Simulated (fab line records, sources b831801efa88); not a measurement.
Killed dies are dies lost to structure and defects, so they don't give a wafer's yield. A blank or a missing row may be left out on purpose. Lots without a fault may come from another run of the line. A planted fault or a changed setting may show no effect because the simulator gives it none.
Split-lot experiment | flow sfq_line | 5 lots, 23 wafers read, on a route of 325 steps

THE SPLIT
At SFQ_TRILAYER_L0_LITHO_COAT_005 (resist thk 600 nm), the setting spin_rpm was moved away from the recipe's 3000 rpm on 8 of the 23 wafers read, by -6.4% to +3.4%. The other wafers ran this setting at the recipe's value.

The file shows no step between the split and the reading.

THE READING
KrF_of_TRILAYER_L0_LITHO_COAT_005.thk_nm (the simulator's own value, which no gauge read), in nm, at SFQ_TRILAYER_L0_BARC_OPEN_METAL_ETCH_010 (etches BARC in O2, target depth 125 nm, time 41.7 s). The file gives no usual value for it. The 15 wafers here that ran the recipe average 523.3 nm, standard deviation 2 nm.

wafer  | tool, chamber at the split | spin_rpm as run, rpm | against the recipe | KrF_of_TRILAYER_L0_LITHO_COAT_005.thk_nm, nm | against lot-mates on the recipe
L076.1 | litho_track-03, 0          | 2808                 | -6.4%              | 543.2                                        | +17.2
L076.2 | litho_track-03, 0          | 3000                 | recipe             | 525.6                                        | -
L076.3 | litho_track-03, 0          | 2808                 | -6.4%              | 546.8                                        | +20.8
L076.4 | litho_track-03, 0          | 2808                 | -6.4%              | 541.3                                        | +15.2
L076.6 | litho_track-03, 0          | 3000                 | recipe             | 526.5                                        | -
L078.1 | litho_track-02, 0          | 3000                 | recipe             | 522.5                                        | -
L078.2 | litho_track-02, 0          | 3000                 | recipe             | 523.2                                        | -
L078.4 | litho_track-02, 0          | 3102                 | +3.4%              | 513.6                                        | -9.4
L078.5 | litho_track-02, 0          | 3000                 | recipe             | 523.4                                        | -
L078.6 | litho_track-02, 0          | 3102                 | +3.4%              | 513.9                                        | -9.1
L079.2 | litho_track-02, 0          | 2876                 | -4.1%              | 535.8                                        | +14.3
L079.3 | litho_track-02, 0          | 2876                 | -4.1%              | 536.2                                        | +14.7
L079.4 | litho_track-02, 0          | 3000                 | recipe             | 520.3                                        | -
L079.5 | litho_track-02, 0          | 2876                 | -4.1%              | 534.7                                        | +13.2
L079.6 | litho_track-02, 0          | 3000                 | recipe             | 522.7                                        | -
L080.3 | litho_track-04, 0          | 3000                 | recipe             | 526.3                                        | -
L080.5 | litho_track-04, 0          | 3000                 | recipe             | 524                                          | -
L080.6 | litho_track-04, 0          | 3000                 | recipe             | 523.9                                        | -
L084.1 | litho_track-03, 0          | 3000                 | recipe             | 523.6                                        | -
L084.2 | litho_track-03, 0          | 3000                 | recipe             | 524                                          | -
L084.3 | litho_track-03, 0          | 3000                 | recipe             | 523.2                                        | -
L084.5 | litho_track-03, 0          | 3000                 | recipe             | 520.6                                        | -
L084.6 | litho_track-03, 0          | 3000                 | recipe             | 519.4                                        | -

THE FIT
A straight line over all 23 wafers: KrF_of_TRILAYER_L0_LITHO_COAT_005.thk_nm changes by -3.08 nm for each +1% of spin_rpm; r = -0.98; the points scatter about the line by 1.9 nm.
The same after taking each lot's own level away (the mean of its wafers on the recipe; 23 wafers): -2.9 nm for each +1%; r = -0.98; scatter 1.6 nm.
On that fit, the largest move of spin_rpm shifts the reading by 19 nm.
The lots' own levels span 521.50 to 526.05 nm, that is 2.3 times the standard deviation above.
So the lot-to-lot level changes the slope little: the two slopes agree.
Check: with one of the wafers moved furthest among these (-6.4%) left out of the fit, the line predicts +19.2 nm for it against its lot-mates. It came out at +17.2 nm against them.

OTHER SPLITS ON THESE WAFERS
These wafers also went through other splits before the reading. Each is held against what the fit with the lots' levels taken away leaves over:
other split on the same wafers                | wafers away from the commonest value | r with KrF_of_TRILAYER_L0_LITHO_COAT_005.thk_nm (lot level and that fit taken away)
SFQ_TRILAYER_INCOMING_OXIDATION_002 ox_time_s | 15                                   | -0.30

THE WHOLE CHAIN: every reading that the file lists as answering this split, in the file's order
step                                     | what it does                                        | reading                                                                                   | change (the file's fit)              | r (the file's)
SFQ_TRILAYER_L0_LITHO_COAT_005           | resist thk 600 nm                                   | KrF_of_TRILAYER_L0_LITHO_COAT_005.thk_nm (the simulator's own value, which no gauge read) | -3.01 nm for each +1% of the setting | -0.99
SFQ_TRILAYER_L0_BARC_OPEN_METAL_ETCH_010 | etches BARC in O2, target depth 125 nm, time 41.7 s | KrF_of_TRILAYER_L0_LITHO_COAT_005.thk_nm (the simulator's own value, which no gauge read) | -2.92 nm for each +1% of the setting | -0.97

THE FILE'S OWN FIT
KrF_of_TRILAYER_L0_LITHO_COAT_005.thk_nm changes by -2.92 nm for each +1% of spin_rpm, r = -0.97.
